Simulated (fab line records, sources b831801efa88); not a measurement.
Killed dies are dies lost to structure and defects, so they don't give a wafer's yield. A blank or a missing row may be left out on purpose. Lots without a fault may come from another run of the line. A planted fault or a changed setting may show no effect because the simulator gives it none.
A struck lot beside a sound one | flow gf180mcu | 21 steps out of a route of 602
Sound: wafers L396.1, L396.3, L396.5. Struck: wafers L415.2, L415.3, L415.6. The cause comes at the end.
At each step with rows: each side's tool, then ch and its chambers, then its first start. Under that, the readings that differ: sound wafers | struck wafers | difference of the means | sigmas: that difference in standard deviations of wafers without a fault.
alike: readings whose means differ by less than 2 such deviations, and words and numbers that are the same on both sides. not compared: withheld readings, readings that some wafer has no value for, bounds like >300 that may hide the same value, and numbers for which the record gives no deviation and whose values overlap.
The two part at a step that has a row with sigmas, a row that says differs or no value, or rows on one side only. Numbers that don't overlap but have no deviation are shown without sigmas and don't part them. A reading that every wafer of one side lacks parts them only if that side has two wafers or more.

GF_TOP_METAL_CD_MEAS_14: target cd 440 nm.
  sound on cd_sem-02, day 28 23:11; struck on cd_sem-01, day 34 17:47
  alike: cd_nm
GF_TOP_METAL_OVL_MEAS_15:
  sound on overlay-02, day 28 23:18; struck on overlay-01, day 34 17:53
  alike: TOP_METAL_OVL
GF_TOP_METAL_METAL_ETCH_16: etches the open film in Cl2/BCl3, stops on SiO2, target depth 1197 nm, time 199.5 s.
  sound on rie_metal-04 ch 0,1, day 28 23:20; struck on rie_metal-01 ch 0, day 34 17:55
  alike: chamber_pressure_mTorr, drypump_motor_current_A, oes_product_au, throttle_valve_pct
  not compared: rf_hours_counter_h
GF_TOP_METAL_STRIP_17: strips in O2/N2.
  sound on plasma_asher-01 ch 1, day 28 23:31; struck on plasma_asher-02 ch 0, day 34 18:07
  alike: chamber_pressure_mTorr, drypump_motor_current_A, heater_power_w, oes_product_au, strip_time_to_endpoint_s
  not compared: rf_hours_counter_h
then, 2 steps without rows for these wafers: GF_TOP_METAL_STRIP_18 (strips in post etch residue remover, time 1200 s); GF_TOP_METAL_CLEAN_19 (cleans in DIW).
GF_PASSIVATION_CVD_00: deposits SiO2 from TEOS, target thk 1000 nm, time 111.95 s.
  sound on pecvd-02 ch 0,1,2, day 29 00:04; struck on pecvd-04 ch 1,2, day 34 18:38
  alike: heater_power_w
GF_PASSIVATION_THK_MEAS_01:
  sound on film_metro-03, day 29 00:08; struck on film_metro-01, day 34 18:44
  alike: PASSIVATION_CVD_00_THK
GF_PASSIVATION_CVD_02: deposits Si3N4, target thk 700 nm, time 486.18 s.
  sound on pecvd-01 ch 0,1, day 29 00:11; struck on pecvd-01 ch 0,1,2, day 34 18:47
  alike: heater_power_w
GF_PASSIVATION_THK_MEAS_03:
  sound on film_metro-03, day 29 00:29; struck on film_metro-01, day 34 19:05
  alike: PASSIVATION_CVD_02_THK
then, 2 steps without rows for these wafers: GF_PASSIVATION_DEHYDRATE_04 (time 60 s); GF_PASSIVATION_HMDS_05 (prime time 60 s).
GF_PASSIVATION_COAT_06: resist thk 4000 nm.
  sound on litho_track-02 ch 0, day 29 09:42; struck on litho_track-02 ch 0, day 35 01:49
  reading                                       | sound          | struck         | difference | sigmas
  model.coat_of_PASSIVATION_COAT_06.thk_nm (nm) | 3993 3990 3993 | 4187 4187 4197 | +198       |
  alike: dispense_pressure_kPa
then, 4 steps without rows for these wafers: GF_PASSIVATION_SOFTBAKE_07; GF_PASSIVATION_EXPOSE_08 (exposes mask Pad, target cd 40000 nm); GF_PASSIVATION_PEB_09; GF_PASSIVATION_DEVELOP_10 (develop time 60 s).
GF_PASSIVATION_ETCH_11: etches the open film in CF4/O2, stops on TiN, target depth 2040 nm, time 453.3 s.
  sound on rie_diel-04 ch 0,2, day 29 18:57; struck on rie_diel-04 ch 0,1,3, day 35 08:54
  reading                                       | sound          | struck         | difference | sigmas
  model.coat_of_PASSIVATION_COAT_06.thk_nm (nm) | 2649 2617 2640 | 2811 2835 2823 | +188       |
  alike: cf4_flow_sccm, chamber_pressure_mTorr, drypump_motor_current_A, oes_product_au, throttle_valve_pct
  not compared: rf_hours_counter_h
GF_PASSIVATION_STRIP_12: strips in O2/N2.
  sound on plasma_asher-02 ch 0, day 29 19:13; struck on plasma_asher-03 ch 0,1, day 35 09:10
  reading                      | sound             | struck            | difference | sigmas
  strip_time_to_endpoint_s (s) | 33.06 32.68 32.96 | 34.91 35.18 35.05 | +2.15      | +10
  alike: chamber_pressure_mTorr, drypump_motor_current_A, heater_power_w, oes_product_au
  not compared: rf_hours_counter_h
then, 2 steps without rows for these wafers: GF_PASSIVATION_ANNEAL_13 (time 1800 s); GF_PASSIVATION_PROBE_99.

WHERE THEY PART
Only at GF_PASSIVATION_STRIP_12, within this record.

WHY: what the simulator had put in
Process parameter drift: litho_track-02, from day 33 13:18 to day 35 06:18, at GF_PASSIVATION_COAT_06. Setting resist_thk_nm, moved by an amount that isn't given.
